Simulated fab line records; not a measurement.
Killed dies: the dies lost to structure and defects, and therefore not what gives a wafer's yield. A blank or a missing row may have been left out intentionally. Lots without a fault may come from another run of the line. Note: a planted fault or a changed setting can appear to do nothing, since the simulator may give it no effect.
One fault seen from 2 desks / flow sfqLine / numbers are kept per desk, each desk with only its own; the story behind them comes last

TOOL OWNER'S DESK, lithoTrack-04
The tool's own readings at SFQ_TRILAYER_I6_VIA_LITHO_COAT_169 (resist thk 650 nm): means of the sampled wafers that have a number, for each lot that ran on this tool. If a lot's mean is further than 4 standard deviations from the usual mean, the lot is out of limits and carries the mark OUT (the distance appears in the brackets).
Columns: A = chillPlateTempC at SFQ_TRILAYER_I6_VIA_LITHO_COAT_169, usual 23.00 C; B = spinSpeedRpm at SFQ_TRILAYER_I6_VIA_LITHO_COAT_169, usual 3000.0 rpm
lot=L814; first seen here=day 73 07:40; A=23.01; B=3002.7
lot=L823; first seen here=day 76 19:51; A=23.11; B=2693.3 (-99 or more) OUT
lot=L824; first seen here=day 77 00:53; A=23.01; B=2692.3 (-99 or more) OUT
lot=L825; first seen here=day 77 06:56; A=22.93; B=2695.0 (-99 or more) OUT
This desk finds L823, L824, L825 out of limits, L823 being first, at day 76 19:51 (spinSpeedRpm at SFQ_TRILAYER_I6_VIA_LITHO_COAT_169). L814 stayed within limits.

THE METROLOGY DESK
What the gauges read, lot by lot, whatever tool the lot ran on: means of the sampled wafers that have a number. If a lot's mean is further than 4 standard deviations from the usual mean, the lot is out of limits and carries the mark OUT (the distance appears in the brackets).
Columns: A = M6_OVL at SFQ_M6_OVL_MEAS_940, usual 1 nm; B = I6_BOW at SFQ_I6_BOW_MEAS_941, usual 4 um; C = I6_OVL at SFQ_I6_OVL_MEAS_942, usual 2 nm
lot=L814; first seen here=day 73 01:58; A=-5; B=-6; C=-2
lot=L823; first seen here=day 76 08:28; A=1; B=-15; C=2
lot=L824; first seen here=day 76 13:16; A=1; B=6; C=4
lot=L825; first seen here=day 76 18:04; A=4; B=16; C=7
lot=L826; first seen here=day 77 00:04; A=0; B=10; C=-5
lot=L828; first seen here=day 77 20:28; A=9; B=7; C=1
lot=L831; first seen here=day 78 08:59; A=-5; B=17; C=-0
Finding of this desk: none of the 7 lots has anything out of limits.

PUT TOGETHER
On L823, L824, L825, at day 76 19:51, an alarm was possible from the tool owner's desk.
Metrology desk: nothing out of limits seen.
The metrology desk has L823, L824, L825 on record, within its limits.
On lithoTrack-04, each named lot ran SFQ_TRILAYER_I6_VIA_LITHO_COAT_169.

WHAT HAD BEEN PUT IN BY THE SIMULATOR
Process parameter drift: lithoTrack-04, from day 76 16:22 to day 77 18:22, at SFQ_TRILAYER_I6_VIA_LITHO_COAT_169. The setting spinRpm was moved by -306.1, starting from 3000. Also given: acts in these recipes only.
Shown lots that were struck: L823, L824, L825.
Each desk's first reading out of limits, in hours after the fault started: the tool owner's desk, 3.
